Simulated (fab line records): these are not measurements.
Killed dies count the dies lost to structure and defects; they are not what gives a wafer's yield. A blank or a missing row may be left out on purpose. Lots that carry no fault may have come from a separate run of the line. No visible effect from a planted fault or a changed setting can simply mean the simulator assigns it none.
fab line records + flow gf180mcu
[record]
- lots = 15
- wafers = 45
- last_day = 34
route steps=602 shown POLY_GATE@167 HV_LDD@230 CONTACT@309 M1@330
lots with no fault: from the same line, run without faults
start_h: the number of hours between the record's first day and the start of the first shown wafer of the lot + wait_h: how many hours have passed since the lot's step before this one + " same as the row above + L1.1+2: several wafers, shown together as one row + - no value present, or no start provided + * or withheld: withheld + < > ~ a bound
route shown NAME@n: NAME is a module with steps in the file, n the number in the route of the first one + usual: average and standard deviation across the fault-free wafers + same: alike in all rows + chamber/n: place in a boat + sites: per-site readings + _std_site: their standard deviation + _edge_site: outer sites' mean less inner sites' + radius_mm: how far each site lies from the wafer's centre + mask NAME#n: copy n + behind: the most recent tool/chamber to have shaped the wafer + hold: what put the lot on hold/how long, in hours/how the hold closed + device: transistor that didn't switch, given as n, p or np + end of line: the tests these same wafers got at the end of their route + a step without rows: its recipe alone + killed: the dies lost at the first sort to structure and to defects; this is not the yield of the wafer + map: the dies of a wafer, with x for killed, . for not killed, _ for no die there
set.NAME: the run value of the setting; set.NAME@STEP: its run value at that earlier step + model.NAME: the simulator's own value behind a step, which no gauge read
one table for each step of the route and one row for each wafer, over a sample of lots
services: the hour from which a tool's chamber was out of use, counted from the record's first day as start_h (under 0 if before that day), plus the number of hours and why
[[steps]]
[step GF_POLY_GATE_CD_MEAS_10]
[recipe]
- target_cd_nm = 280
[usual]
- cd_nm = 279.6/1.2
| lot.wafer | tool      | chamber | start_h | wait_h | cd_nm |
|-----------|-----------|---------|---------|--------|-------|
| L233.2    | cd_sem-02 | -       | 198.80  | 0.1    | 279.3 |
| L233.4    | "         | -       | "       | "      | 278.0 |
| L233.5    | "         | -       | "       | "      | 278.4 |
| L236.1    | cd_sem-01 | -       | 220.79  | 0.1    | 280.4 |
| L236.2    | "         | -       | "       | "      | 279.8 |
| L236.5    | "         | -       | "       | "      | 278.9 |
| L238.2    | cd_sem-02 | -       | 235.05  | 0.1    | 279.9 |
| L238.3    | "         | -       | "       | "      | 280.8 |
| L238.6    | "         | -       | "       | "      | 281.6 |
| L239.3    | cd_sem-02 | -       | 242.32  | 0.1    | 280.2 |
| L239.5    | "         | -       | "       | "      | 281.1 |
| L239.6    | "         | -       | "       | "      | 280.0 |
| L240.1    | cd_sem-02 | -       | 247.29  | 0.1    | 280.8 |
| L240.2    | "         | -       | "       | "      | 280.3 |
| L240.6    | "         | -       | "       | "      | 280.8 |
| L242.1    | cd_sem-02 | -       | 260.68  | 0.1    | 278.1 |
| L242.3    | "         | -       | "       | "      | 277.2 |
| L242.5    | "         | -       | "       | "      | 278.8 |
| L245.1    | cd_sem-02 | -       | 280.57  | 0.1    | 280.6 |
| L245.2    | "         | -       | "       | "      | 279.3 |
| L245.6    | "         | -       | "       | "      | 282.3 |
| L246.2    | cd_sem-01 | -       | 291.61  | 0.1    | 279.5 |
| L246.3    | "         | -       | "       | "      | 278.6 |
| L246.6    | "         | -       | "       | "      | 278.8 |
| L247.1    | cd_sem-02 | -       | 297.09  | 0.1    | 279.9 |
| L247.2    | "         | -       | "       | "      | 279.4 |
| L247.5    | "         | -       | "       | "      | 278.5 |
| L248.1    | cd_sem-02 | -       | 305.99  | 0.1    | 281.0 |
| L248.5    | "         | -       | "       | "      | 280.5 |
| L248.6    | "         | -       | "       | "      | 280.0 |
| L249.2    | cd_sem-01 | -       | 307.70  | 0.1    | 280.4 |
| L249.4    | "         | -       | "       | "      | 281.2 |
| L249.5    | "         | -       | "       | "      | 279.5 |
| L252.1    | cd_sem-01 | -       | 336.28  | 0.1    | 280.2 |
| L252.2    | "         | -       | "       | "      | 280.0 |
| L252.5    | "         | -       | "       | "      | 279.9 |
| L253.1    | cd_sem-02 | -       | 340.83  | 0.1    | 280.5 |
| L253.3    | "         | -       | "       | "      | 281.3 |
| L253.4    | "         | -       | "       | "      | 280.4 |
| L254.1    | cd_sem-01 | -       | 350.09  | 0.1    | 279.8 |
| L254.4    | "         | -       | "       | "      | 281.3 |
| L254.5    | "         | -       | "       | "      | 281.5 |
| L255.1    | cd_sem-01 | -       | 352.42  | 0.1    | 280.9 |
| L255.2    | "         | -       | "       | "      | 280.9 |
| L255.3    | "         | -       | "       | "      | 279.8 |
[step GF_HV_LDD_CVD_54]
[recipe]
- material = SiO2
- target_thk_nm = 10
- precursor = TEOS
- temp_c = 680
- time_s = 75
- pressure_mtorr = 400
[usual]
- pressure_mtorr = 400.2/0.81
- spike_tc_bottom_C = 697.6/2.1
| lot.wafer | tool     | chamber | start_h | wait_h | pressure_mtorr | spike_tc_bottom_C |
|-----------|----------|---------|---------|--------|----------------|-------------------|
| L233.2    | lpcvd-01 | 1       | 275.97  | 0.1    | 399.0          | 697.3             |
| L233.4    | "        | 1       | "       | "      | 399.1          | 697.3             |
| L233.5    | "        | 1       | "       | "      | 398.8          | 698.0             |
| L236.1    | lpcvd-02 | 1       | 305.75  | 0.1    | 401.0          | 698.7             |
| L236.2    | "        | 1       | "       | "      | 400.1          | 698.5             |
| L236.5    | "        | 1       | "       | "      | 399.4          | 699.3             |
| L238.2    | lpcvd-01 | 1       | 317.55  | 0.1    | 400.5          | 697.9             |
| L238.3    | "        | 1       | "       | "      | 401.3          | 697.0             |
| L238.6    | "        | 1       | "       | "      | 400.4          | 696.0             |
| L239.3    | lpcvd-01 | 1       | 324.53  | 0.1    | 399.9          | 697.4             |
| L239.5    | "        | 1       | "       | "      | 401.3          | 699.2             |
| L239.6    | "        | 1       | "       | "      | 400.2          | 699.0             |
| L240.1    | lpcvd-02 | 1       | 329.30  | 0.1    | 400.1          | 699.6             |
| L240.2    | "        | 1       | "       | "      | 400.1          | 697.7             |
| L240.6    | "        | 1       | "       | "      | 401.7          | 698.0             |
| L242.1    | lpcvd-02 | 0       | 346.25  | 0.1    | 399.7          | 699.6             |
| L242.3    | "        | 0       | "       | "      | 401.0          | 700.3             |
| L242.5    | "        | 0       | "       | "      | 400.1          | 699.4             |
| L245.1    | lpcvd-01 | 0       | 367.45  | 0.1    | 400.1          | 693.8             |
| L245.2    | "        | 0       | "       | "      | 399.3          | 694.0             |
| L245.6    | "        | 0       | "       | "      | 400.7          | 692.8             |
| L246.2    | lpcvd-01 | 0       | 380.38  | 0.1    | -              | -                 |
| L246.3    | "        | 0       | "       | "      | -              | -                 |
| L246.6    | "        | 0       | "       | "      | -              | -                 |
| L247.1    | lpcvd-02 | 1       | 387.20  | 0.1    | -              | -                 |
| L247.2    | "        | 1       | "       | "      | -              | -                 |
| L247.5    | "        | 1       | "       | "      | -              | -                 |
| L248.1    | lpcvd-01 | 1       | 395.81  | 0.1    | -              | -                 |
| L248.5    | "        | 1       | "       | "      | -              | -                 |
| L248.6    | "        | 1       | "       | "      | -              | -                 |
| L249.2    | lpcvd-01 | 0       | 400.59  | 0.1    | 399.8          | 694.7             |
| L249.4    | "        | 0       | "       | "      | 401.2          | 693.5             |
| L249.5    | "        | 0       | "       | "      | 399.1          | 693.9             |
| L252.1    | lpcvd-02 | 1       | 431.45  | 0.1    | 401.2          | 699.2             |
| L252.2    | "        | 1       | "       | "      | 400.5          | 700.5             |
| L252.5    | "        | 1       | "       | "      | 399.1          | 699.3             |
| L253.1    | lpcvd-01 | 1       | 436.14  | 0.1    | 398.9          | 698.2             |
| L253.3    | "        | 1       | "       | "      | 399.7          | 696.0             |
| L253.4    | "        | 1       | "       | "      | 399.5          | 697.0             |
| L254.1    | lpcvd-01 | 0       | 446.91  | 0.1    | 401.0          | 693.2             |
| L254.4    | "        | 0       | "       | "      | 400.2          | 696.4             |
| L254.5    | "        | 0       | "       | "      | 400.6          | 692.9             |
| L255.1    | lpcvd-01 | 1       | 448.08  | 0.1    | 400.7          | 698.9             |
| L255.2    | "        | 1       | "       | "      | 400.4          | 697.4             |
| L255.3    | "        | 1       | "       | "      | 400.5          | 697.1             |
[step GF_CONTACT_SPUTTER_22]
[recipe]
- material = Ti
- target_thk_nm = 15
- chamber_pressure_pa = 5
- power_w = 2500
- substrate_temp_c = 200
- time_s = 80.02
[usual]
- throttle_valve_pct = 29.9/0.53
| lot.wafer | tool           | chamber | start_h | wait_h | throttle_valve_pct |
|-----------|----------------|---------|---------|--------|--------------------|
| L233.2    | pvd_sputter-03 | -       | 366.16  | 0.0    | 29.7               |
| L233.4    | "              | -       | "       | "      | 29.2               |
| L233.5    | "              | -       | "       | "      | 29.9               |
| L236.1    | pvd_sputter-01 | -       | 397.75  | 0.0    | 30.3               |
| L236.2    | "              | -       | "       | "      | 29.9               |
| L236.5    | "              | -       | "       | "      | 29.7               |
| L238.2    | pvd_sputter-01 | -       | 414.46  | 0.0    | 30.3               |
| L238.3    | "              | -       | "       | "      | 29.2               |
| L238.6    | "              | -       | "       | "      | 30.0               |
| L239.3    | pvd_sputter-03 | -       | 420.31  | 0.0    | 30.5               |
| L239.5    | "              | -       | "       | "      | 30.6               |
| L239.6    | "              | -       | "       | "      | 29.7               |
| L240.1    | pvd_sputter-03 | -       | 424.78  | 0.0    | 30.6               |
| L240.2    | "              | -       | "       | "      | 30.0               |
| L240.6    | "              | -       | "       | "      | 30.3               |
| L242.1    | pvd_sputter-02 | -       | 445.04  | 0.0    | 30.3               |
| L242.3    | "              | -       | "       | "      | 29.1               |
| L242.5    | "              | -       | "       | "      | 29.3               |
| L245.1    | pvd_sputter-03 | -       | 467.46  | 0.0    | 29.6               |
| L245.2    | "              | -       | "       | "      | 29.8               |
| L245.6    | "              | -       | "       | "      | 29.4               |
| L249.2    | pvd_sputter-02 | -       | 503.91  | 0.0    | 29.5               |
| L249.4    | "              | -       | "       | "      | 31.3               |
| L249.5    | "              | -       | "       | "      | 29.1               |
| L252.1    | pvd_sputter-03 | -       | 533.51  | 0.0    | 29.7               |
| L252.2    | "              | -       | "       | "      | 30.0               |
| L252.5    | "              | -       | "       | "      | 29.6               |
| L253.1    | pvd_sputter-01 | -       | 535.61  | 0.0    | 30.0               |
| L253.3    | "              | -       | "       | "      | 29.0               |
| L253.4    | "              | -       | "       | "      | 30.5               |
| L254.1    | pvd_sputter-03 | -       | 545.12  | 0.0    | 30.1               |
| L254.4    | "              | -       | "       | "      | 30.4               |
| L254.5    | "              | -       | "       | "      | 29.5               |
| L255.1    | pvd_sputter-03 | -       | 547.11  | 0.0    | 29.6               |
| L255.2    | "              | -       | "       | "      | 29.4               |
| L255.3    | "              | -       | "       | "      | 29.7               |
[step GF_M1_OVL_MEAS_15]
[usual]
- M1_OVL = -2/4.5
| lot.wafer | tool       | chamber | start_h | wait_h | M1_OVL[nm] |
|-----------|------------|---------|---------|--------|------------|
| L233.2    | overlay-01 | -       | 390.61  | 0.1    | 3          |
| L233.4    | "          | -       | "       | "      | 3          |
| L233.5    | "          | -       | "       | "      | -5         |
| L236.1    | overlay-01 | -       | 422.31  | 0.1    | -7         |
| L236.2    | "          | -       | "       | "      | -3         |
| L236.5    | "          | -       | "       | "      | -9         |
| L238.2    | overlay-02 | -       | 440.15  | 0.1    | -3         |
| L238.3    | "          | -       | "       | "      | -10        |
| L238.6    | "          | -       | "       | "      | -5         |
| L239.3    | overlay-02 | -       | 445.38  | 0.1    | -14        |
| L239.5    | "          | -       | "       | "      | -9         |
| L239.6    | "          | -       | "       | "      | -12        |
| L240.1    | overlay-01 | -       | 450.18  | 0.1    | -3         |
| L240.2    | "          | -       | "       | "      | -4         |
| L240.6    | "          | -       | "       | "      | 0          |
| L242.1    | overlay-02 | -       | 470.54  | 0.1    | 3          |
| L242.3    | "          | -       | "       | "      | 2          |
| L242.5    | "          | -       | "       | "      | 4          |
| L245.1    | overlay-02 | -       | 493.09  | 0.1    | 5          |
| L245.2    | "          | -       | "       | "      | 1          |
| L245.6    | "          | -       | "       | "      | 1          |
| L249.2    | overlay-02 | -       | 528.07  | 0.1    | -7         |
| L249.4    | "          | -       | "       | "      | 0          |
| L249.5    | "          | -       | "       | "      | 3          |
| L252.1    | overlay-02 | -       | 556.34  | 0.1    | -5         |
| L252.2    | "          | -       | "       | "      | 2          |
| L252.5    | "          | -       | "       | "      | -1         |
| L253.1    | overlay-01 | -       | 558.71  | 0.1    | -9         |
| L253.3    | "          | -       | "       | "      | -3         |
| L253.4    | "          | -       | "       | "      | -3         |
| L254.1    | overlay-01 | -       | 568.39  | 0.1    | 2          |
| L254.4    | "          | -       | "       | "      | -3         |
| L254.5    | "          | -       | "       | "      | 0          |
| L255.1    | overlay-02 | -       | 570.51  | 0.1    | 0          |
| L255.2    | "          | -       | "       | "      | 1          |
| L255.3    | "          | -       | "       | "      | 2          |
[[services]]
| tool           | chamber | start_h | hours | kind   |
|----------------|---------|---------|-------|--------|
| pvd_sputter-03 | -       | 266.57  | 0.5   | repair |
| pvd_sputter-03 | -       | 283.61  | 3.3   | repair |
| pvd_sputter-01 | -       | 297.48  | 1.8   | repair |
| lpcvd-01       | -       | 299.70  | 2.8   | pm     |
| lpcvd-02       | -       | 356.40  | 6.0   | pm     |
| pvd_sputter-01 | -       | 505.61  | 6.3   | repair |
[[key]]
[first_sign]
- step = GF_HV_LDD_CVD_54
- reading = tool_record
- direction = missing
effect none on later readings
met_at GF_HV_LDD_CVD_54
struck_lots L246,L247,L248
later_rows_left_out L246.2,L246.3,L246.6,L247.1,L247.2,L247.5,L248.1,L248.5,L248.6
sort_left_out L246.2,L246.3,L246.6,L247.1,L247.2,L247.5,L248.1,L248.5,L248.6
tester_left_out L246,L247,L248
not_acting_at GF_POLY_GATE_CD_MEAS_10,GF_CONTACT_SPUTTER_22,GF_M1_OVL_MEAS_15
onset_between 367.45 380.38
[fault]
- kind = skipped_step_whole
- tool = lpcvd-01,lpcvd-02
- chamber = -
- onset_h = 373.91
- steps = GF_HV_LDD_CVD_54
- scope = struck_lots_only
// tester_left_out: of these lots the tester's yield and bins aren't shown, on N5 and GAA mostly nor the transistor test; their killed dies are dies lost to structure and defects alone, not to doping, threshold or leakage, so they don't give the yield
// sort_left_out: the simulated sort isn't trusted on such a fault, so these wafers' sort isn't shown, and their yield isn't known
// later_rows_left_out: the simulator's readings of these wafers behind a module that went badly wrong aren't trusted and aren't shown, but for the sort
